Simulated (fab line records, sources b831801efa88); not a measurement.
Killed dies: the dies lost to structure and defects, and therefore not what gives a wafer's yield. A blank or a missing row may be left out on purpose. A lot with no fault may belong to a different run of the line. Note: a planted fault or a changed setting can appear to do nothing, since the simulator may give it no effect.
Which tool was responsible? | flow sky130 | Sampling: 12 lots, 36 wafers, 5 of 708 route steps

## WHAT THE GAUGES SHOWED, per wafer
Not one reading of a measure or inspect step in the record can be checked against a usual standard deviation.

## TOOL THAT RAN EACH LOT (tool first, then ch and the chambers of the sampled wafers, then the start)
lot  | SKY_METAL1_SPUTTER_03        | SKY_METAL1_DESCUM_17              | SKY_VIA1_SOFTBAKE_08              | SKY_VIA1_STRIP_16                    | SKY_PAD_OPEN_PROBE_99
L782 | pvd-sputter-04, day 32 04:30 | rie-metal-01 ch 0,1, day 33 07:23 | litho-track-02 ch 0, day 33 21:00 | plasma-asher-01 ch 0,1, day 34 11:13 | -
L784 | pvd-sputter-02, day 33 00:47 | rie-metal-01 ch 0,1, day 34 03:26 | litho-track-01 ch 0, day 34 18:00 | plasma-asher-03 ch 0,1, day 35 08:05 | prober-02, day 46 19:01
L785 | pvd-sputter-04, day 33 04:47 | rie-metal-01 ch 0,1, day 34 07:11 | litho-track-01 ch 0, day 34 21:00 | plasma-asher-04 ch 0,1, day 35 10:43 | -
L786 | pvd-sputter-04, day 33 14:07 | rie-metal-01 ch 1, day 34 17:09   | litho-track-03 ch 0, day 35 08:00 | plasma-asher-03 ch 0,1, day 35 21:05 | -
L788 | pvd-sputter-01, day 34 07:31 | rie-metal-03 ch 0,1, day 35 09:51 | litho-track-01 ch 0, day 36 00:00 | plasma-asher-04 ch 0,1, day 36 14:02 | prober-02, day 47 20:42
L791 | pvd-sputter-01, day 35 10:56 | rie-metal-01 ch 0,1, day 36 12:39 | litho-track-03 ch 0, day 37 02:00 | plasma-asher-01 ch 0,1, day 37 16:22 | -
L795 | pvd-sputter-02, day 36 14:29 | rie-metal-01 ch 0,1, day 37 16:22 | litho-track-01 ch 0, day 38 06:00 | plasma-asher-04 ch 0,1, day 38 19:29 | prober-02, day 49 09:43
L796 | pvd-sputter-01, day 37 00:41 | rie-metal-04 ch 0,1, day 38 02:54 | litho-track-01 ch 0, day 38 17:00 | plasma-asher-04 ch 0,1, day 39 05:49 | -
L798 | pvd-sputter-01, day 37 11:03 | rie-metal-03 ch 0,1, day 38 12:44 | litho-track-03 ch 0, day 39 02:00 | plasma-asher-03 ch 0, day 39 15:20   | -
L799 | pvd-sputter-01, day 37 21:59 | rie-metal-01 ch 0,1, day 38 23:59 | litho-track-03 ch 0, day 39 13:00 | plasma-asher-04 ch 0,1, day 40 02:34 | -
L802 | pvd-sputter-04, day 38 20:21 | rie-metal-04 ch 0, day 39 20:50   | litho-track-03 ch 0, day 40 09:00 | plasma-asher-01 ch 0,1, day 40 22:43 | -
L803 | pvd-sputter-01, day 39 00:49 | rie-metal-04 ch 0,1, day 40 01:56 | litho-track-02 ch 0, day 40 15:00 | plasma-asher-01 ch 0,1, day 41 04:01 | -
- SKY_METAL1_SPUTTER_03: material Ti, target thk 5 nm, time 3.3 s.
- SKY_METAL1_DESCUM_17: chemistry O2, time 8 s.
- SKY_VIA1_SOFTBAKE_08: time 90 s.
- SKY_VIA1_STRIP_16: strips in O2/N2.
- SKY_PAD_OPEN_PROBE_99

## AS READ BY THE TOOLS THEMSELVES (means over the sampled wafers that have a number; for cases with no such wafer, the mark the record gives instead)
SKY_METAL1_SPUTTER_03. Usual: throttle-valve-pct 29.8 %, standard deviation 0.88.
lot  | tool           | throttle-valve-pct (%) | flag
L782 | pvd-sputter-04 | 30.1                   |
L784 | pvd-sputter-02 | 29.8                   |
L785 | pvd-sputter-04 | 30.1                   |
L786 | pvd-sputter-04 | 30.4                   |
L788 | pvd-sputter-01 | 28.9                   |
L791 | pvd-sputter-01 | 29.2                   |
L795 | pvd-sputter-02 | 30.3                   |
L796 | pvd-sputter-01 | 30.0                   |
L798 | pvd-sputter-01 | 29.1                   |
L799 | pvd-sputter-01 | 29.2                   |
L802 | pvd-sputter-04 | 29.7                   |
L803 | pvd-sputter-01 | 28.9                   |

SKY_METAL1_DESCUM_17. Usual: drypump-motor-current-A 5.75 A, standard deviation 0.28; oes-product-au 0.996 a.u., standard deviation 0.0076.
lot  | tool         | drypump-motor-current-A (A) | oes-product-au (a.u.) | flag
L782 | rie-metal-01 | 5.70                        | 0.997                 |
L784 | rie-metal-01 | 5.70                        | 1.007                 |
L785 | rie-metal-01 | 5.77                        | 0.999                 |
L786 | rie-metal-01 | 5.82                        | 0.990                 |
L788 | rie-metal-03 | 5.74                        | 0.994                 |
L791 | rie-metal-01 | 5.69                        | 0.994                 |
L795 | rie-metal-01 | 5.78                        | 0.994                 |
L796 | rie-metal-04 | 5.86                        | 0.994                 |
L798 | rie-metal-03 | 5.73                        | 0.997                 |
L799 | rie-metal-01 | 5.70                        | 0.995                 |
L802 | rie-metal-04 | 5.95                        | 1.002                 |
L803 | rie-metal-04 | 5.84                        | 0.999                 |

SKY_VIA1_SOFTBAKE_08. Usual: heater-power-total-W 57.37 W, standard deviation 0.12; plate-temp-C 99.99 C, standard deviation 0.12.
lot  | tool           | heater-power-total-W (W) | plate-temp-C (C) | flag
L782 | litho-track-02 | 57.33                    | 100.01           |
L784 | litho-track-01 | 57.24                    | 99.96            |
L785 | litho-track-01 | 57.41                    | 99.90            |
L786 | litho-track-03 | 57.29                    | 99.93            |
L788 | litho-track-01 | 57.53                    | 100.14           |
L791 | litho-track-03 | 57.36                    | 99.81            |
L795 | litho-track-01 | 54.27                    | 96.22            | OFF
L796 | litho-track-01 | 54.19                    | 95.96            | OFF
L798 | litho-track-03 | 57.36                    | 99.94            |
L799 | litho-track-03 | 57.31                    | 99.98            |
L802 | litho-track-03 | 57.39                    | 100.03           |
L803 | litho-track-02 | 57.49                    | 99.99            |

SKY_VIA1_STRIP_16. Usual: drypump-motor-current-A 5.8 A, standard deviation 0.38; o2-flow-sccm 3000 sccm, standard deviation 9.2; oes-product-au 0.415 a.u., standard deviation 0.005; strip-time-to-endpoint-s 4.447 s, standard deviation 0.022.
lot  | tool            | drypump-motor-current-A (A) | o2-flow-sccm (sccm) | oes-product-au (a.u.) | strip-time-to-endpoint-s (s) | flag
L782 | plasma-asher-01 | 5.3                         | 3008                | 0.414                 | 4.437                        |
L784 | plasma-asher-03 | 5.6                         | 2992                | 0.415                 | 4.439                        |
L785 | plasma-asher-04 | 6.1                         | 3001                | 0.410                 | 4.416                        |
L786 | plasma-asher-03 | 5.6                         | 2992                | 0.413                 | 4.435                        |
L788 | plasma-asher-04 | 6.2                         | 3005                | 0.415                 | 4.438                        |
L791 | plasma-asher-01 | 5.4                         | 2990                | 0.419                 | 4.444                        |
L795 | plasma-asher-04 | 6.1                         | 3000                | 0.421                 | 4.471                        |
L796 | plasma-asher-04 | 6.1                         | 3006                | 0.418                 | 4.500                        |
L798 | plasma-asher-03 | 5.6                         | 3004                | 0.420                 | 4.456                        |
L799 | plasma-asher-04 | 6.2                         | 2993                | 0.414                 | 4.479                        |
L802 | plasma-asher-01 | 5.6                         | 2995                | 0.415                 | 4.460                        |
L803 | plasma-asher-01 | 5.6                         | 3004                | 0.411                 | 4.441                        |

SKY_PAD_OPEN_PROBE_99. Usual: defect-limited-yield 82.4 %, standard deviation 1.8; killed_at_M0_to_M3 44, standard deviation 7.2; killed_at_M4_up 3.5, standard deviation 1.8; killed-at-contacts 25, standard deviation 5.1; killed-at-front-end 14, standard deviation 4.4; killed-at-other 0.4, standard deviation 0.58; killed-dies 87, standard deviation 9.1; killed-open 48, standard deviation 6.9; killed-short 38, standard deviation 6.3; sort_bin_3_pad_short 0.9 %, standard deviation 0.43; sort_bin_5_function 10.5 %, standard deviation 1.5; sort_bin_6_memory 6.3 %, standard deviation 1.1; sort-n-pass 405, standard deviation 9.1; sort-yield-pct 82.4 %, standard deviation 1.8.
lot  | tool      | defect-limited-yield (%) | killed_at_M0_to_M3 | killed_at_M4_up | killed-at-contacts | killed-at-front-end | killed-at-other | killed-dies | killed-open | killed-short | sort_bin_3_pad_short (%) | sort_bin_5_function (%) | sort_bin_6_memory (%) | sort-n-pass | sort-yield-pct (%) | flag
L784 | prober-02 | 82.2                     | 46                 | 4.7             | 22                 | 15                  | 0.3             | 87          | 48          | 40           | 1.3                      | 10.8                    | 5.6                   | 405         | 82.2               |
L788 | prober-02 | 83.6                     | 40                 | 3.0             | 25                 | 13                  | 0.0             | 81          | 48          | 33           | 0.8                      | 10.0                    | 5.6                   | 411         | 83.6               |
L795 | prober-02 | 82.5                     | 44                 | 3.0             | 25                 | 14                  | 0.0             | 86          | 46          | 40           | 1.0                      | 10.8                    | 5.7                   | 406         | 82.5               |

## THE ANSWER, worked out from the rows above alone
Rule: take the mean of a lot's wafers that have a number; if it is more than 3 standard deviations from the usual mean, the lot is off. Also off: a lot with no number at a reading for which 4 or more lots have one. Any other lot the step has rows for is counted as sound. Order of review: gauges by route order, followed by the tools' own readings, for which a lot's mean as printed above is used. At the first step where some lot is off, the reading lying furthest off is the one used; lots without a number count as furthest.
Off, at SKY_VIA1_SOFTBAKE_08 on plate-temp-C: L795, L796.
If a tool, at that step or one of the process steps before it, ran each lot that is off and ran no sound lot following the first of them, it fits. One candidate fits, namely litho-track-01 at SKY_VIA1_SOFTBAKE_08. Its last sound lot is L788 (day 36 00:00), its first lot that is off L795 (day 38 06:00): a fault that began between those two fits.
The tool's own readings at SKY_VIA1_SOFTBAKE_08 bear it out: on the lots that are off they differ by more than 5 times the standard deviation of the sound lots' means. heater-power-total-W reads 54.23 W there against 57.37 W on the sound lots; plate-temp-C reads 96.09 C there against 99.97 C on the sound lots.

## WHAT THE SIMULATOR HAD PUT IN
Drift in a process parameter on litho-track-01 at SKY_VIA1_SOFTBAKE_08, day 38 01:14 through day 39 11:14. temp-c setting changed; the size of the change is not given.
Shown lots that were struck: L795, L796. The rule above found the same.
